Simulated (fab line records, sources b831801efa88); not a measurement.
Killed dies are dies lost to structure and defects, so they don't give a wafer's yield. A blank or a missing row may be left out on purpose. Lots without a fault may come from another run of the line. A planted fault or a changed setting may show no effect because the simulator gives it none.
A struck lot beside a sound one | flow sky130 | 15 steps out of a route of 708
Sound: wafers L553.1, L553.3, L553.5. Struck: wafers L547.1, L547.3, L547.6. The cause comes at the end.
At each step with rows: each side's tool, then ch and its chambers, then its first start. Under that, the readings that differ: sound wafers | struck wafers | difference of the means | sigmas: that difference in standard deviations of wafers without a fault.
alike: readings whose means differ by less than 2 such deviations, and words and numbers that are the same on both sides. not compared: withheld readings, readings that some wafer has no value for, bounds like >300 that may hide the same value, and numbers for which the record gives no deviation and whose values overlap.
The two part at a step that has a row with sigmas, a row that says differs or no value, or rows on one side only. Numbers that don't overlap but have no deviation are shown without sigmas and don't part them. A reading that every wafer of one side lacks parts them only if that side has two wafers or more.

SKY_NWELL_TW_MEAS_15:
  sound on film_metro-03, day 8 18:25; struck on film_metro-02, day 7 03:22
  alike: NWELL_TW
then, 7 steps without rows for these wafers: SKY_NWELL_DEHYDRATE_16 (time 60 s); SKY_NWELL_HMDS_17 (prime time 60 s); SKY_NWELL_COAT_18 (resist thk 3000 nm); SKY_NWELL_SOFTBAKE_19; SKY_NWELL_EXPOSE_20 (exposes mask NWM COMPLEMENT, target cd 840 nm); SKY_NWELL_PEB_21; SKY_NWELL_DEVELOP_22 (develop time 60 s).
SKY_NWELL_OVL_MEAS_23:
  sound on overlay-02, day 9 16:08; struck on overlay-01, day 7 23:01
  alike: NWELL_01_OVL
then, 1 step without rows for these wafers: SKY_NWELL_IMPLANT_24.
SKY_NWELL_STRIP_25: strips in O2/N2.
  sound on plasma_asher-02 ch 0,1, day 9 16:20; struck on plasma_asher-03 ch 0,1, day 7 23:11
  alike: drypump_motor_current_A, oes_product_au, strip_time_to_endpoint_s
  not compared: rf_hours_counter_h
SKY_NWELL_TW_MEAS_26:
  sound on film_metro-02, day 9 16:26; struck on film_metro-01, day 7 23:17
  alike: NWELL_2_TW
SKY_NWELL_CLEAN_27: cleans in SC1/SC2, time 150 s.
  sound on wet_bench-01 ch 1, day 9 16:29; struck on wet_bench-03 ch 3, day 7 23:21
  reading          | sound       | struck      | difference | sigmas
  run_length_s (s) | 176 176 176 | 100 100 100 | -76        | -25
  alike: temp_c
SKY_NWELL_RTA_28: time 30 s.
  sound on rtp_anneal-02 ch 0, day 9 16:32; struck on rtp_anneal-01 ch 0, day 7 23:25
  alike: lamp_power_pct, wafer_temp_C_max
SKY_PAD_OPEN_PROBE_99:
  the record has rows for the sound wafers here (prober-01, day 49 14:19) and none for the struck ones

WHERE THEY PART
First at SKY_NWELL_CLEAN_27; last, within this record, at SKY_PAD_OPEN_PROBE_99.

WHY: what the simulator had put in
Process parameter drift: wet_bench-03, from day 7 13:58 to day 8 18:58, at SKY_NWELL_CLEAN_27. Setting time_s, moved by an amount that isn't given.
